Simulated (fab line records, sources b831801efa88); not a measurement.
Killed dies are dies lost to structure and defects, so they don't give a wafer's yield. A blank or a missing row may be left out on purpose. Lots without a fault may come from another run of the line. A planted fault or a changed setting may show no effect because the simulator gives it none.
Problem report in the 8D (eight disciplines) form, filled by code | flow gf180mcu | the parts of the form that need people (team, actions taken, sign-off) are left out

1. THE PROBLEM
DNWELL_TW at GF_DNWELL_TW_MEAS_09 reads a mean of 1211 on 6 wafers of 2 lots; wafers without a fault read 1362 with a standard deviation of 11. That is -14 standard deviations from the usual mean.
First seen on wafer L866.1, day 6 12:14, on film_metro-01. The record holds 39 wafers of 13 lots with a number at this step. Rule for "out", or "out of limits": more than 4 standard deviations from the usual mean. The other wafers with a number count as sound.

2. WHAT IT IS AND WHAT IT IS NOT
question                    | is                           | is not
which readings at this step | DNWELL_TW                    | -
which lots                  | L866, L869                   | L849, L851, L853, L855, L856, L857, L860, L861, L862, L863, L868
which wafers of those lots  | all that have a number       | -
read on which gauges        | film_metro-01, film_metro-04 | film_metro-02
when                        | from day 6 12:14             | up to then (30 sound wafers); but 3 sound wafers of L868 came after

3. SUSPECTS, AND WHAT RULES EACH OUT
Counting: a tool at a process step up to the reading stays a suspect if it ran every lot that is out and no sound lot after the first of them.
- the gauge at GF_DNWELL_TW_MEAS_09: ruled out. The wafers that are out were read on 2 gauges (film_metro-01, film_metro-04).
- implanter-01 at GF_DNWELL_IMPLANT_07: kept. It ran every lot that is out, first L866 (day 6 11:59), and no sound lot after that; its last sound lot up to then is L863 (day 5 19:09). Its own readings are out on those wafers: dose_ions_cm2, faraday_current_uA.
Left after counting: implanter-01 at GF_DNWELL_IMPLANT_07.

4. THE CAUSE (what the simulator had put in)
Process parameter drift: implanter-01, from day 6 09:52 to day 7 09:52, at GF_DNWELL_IMPLANT_07. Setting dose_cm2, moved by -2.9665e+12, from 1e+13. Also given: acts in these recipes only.
Counting left only this tool.

5. THE CHAIN OF EFFECTS, in route order
Each row: a reading whose mean over the struck wafers that have a number lies more than 3 standard deviations from the usual. Only readings for which the record gives a usual standard deviation are gone through. hours: the time from each lot's start at the first step in this table that gives one to its start at this step, as a median over the lots. sigmas: the change in usual standard deviations.
hours | step                 | reading            | usual | on struck wafers | change | sigmas
0     | GF_DNWELL_IMPLANT_07 | dose_ions_cm2      | 1e+13 | 7e+12            | -3e+12 | -99 or more
0     | GF_DNWELL_IMPLANT_07 | faraday_current_uA | 56.5  | 39.2             | -17.3  | -16
0     | GF_DNWELL_TW_MEAS_09 | DNWELL_TW          | 1362  | 1211             | -151   | -14
The process steps in it:
- GF_DNWELL_IMPLANT_07
Later measuring or inspecting steps at which every struck wafer that the step has a row for has a number for every such reading, and none has moved that far: GF_HV_LDD_OVL_MEAS_08, GF_CONTACT_RS_MEAS_25.

6. WHAT WOULD HAVE CAUGHT IT SOONER
In this record the first reading out of limits at a measuring or inspecting step was taken at day 6 12:14, 2 hours after the fault began at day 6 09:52.
The tool's own readings at GF_DNWELL_IMPLANT_07 were out on every struck wafer that the step has a row for (dose_ions_cm2, faraday_current_uA): an alarm limit on them would have fired on the first of those.
Of the lots that are out (2), L869 began GF_DNWELL_IMPLANT_07 on implanter-01 after day 6 12:14. A hold on the tool at that time would have spared it.
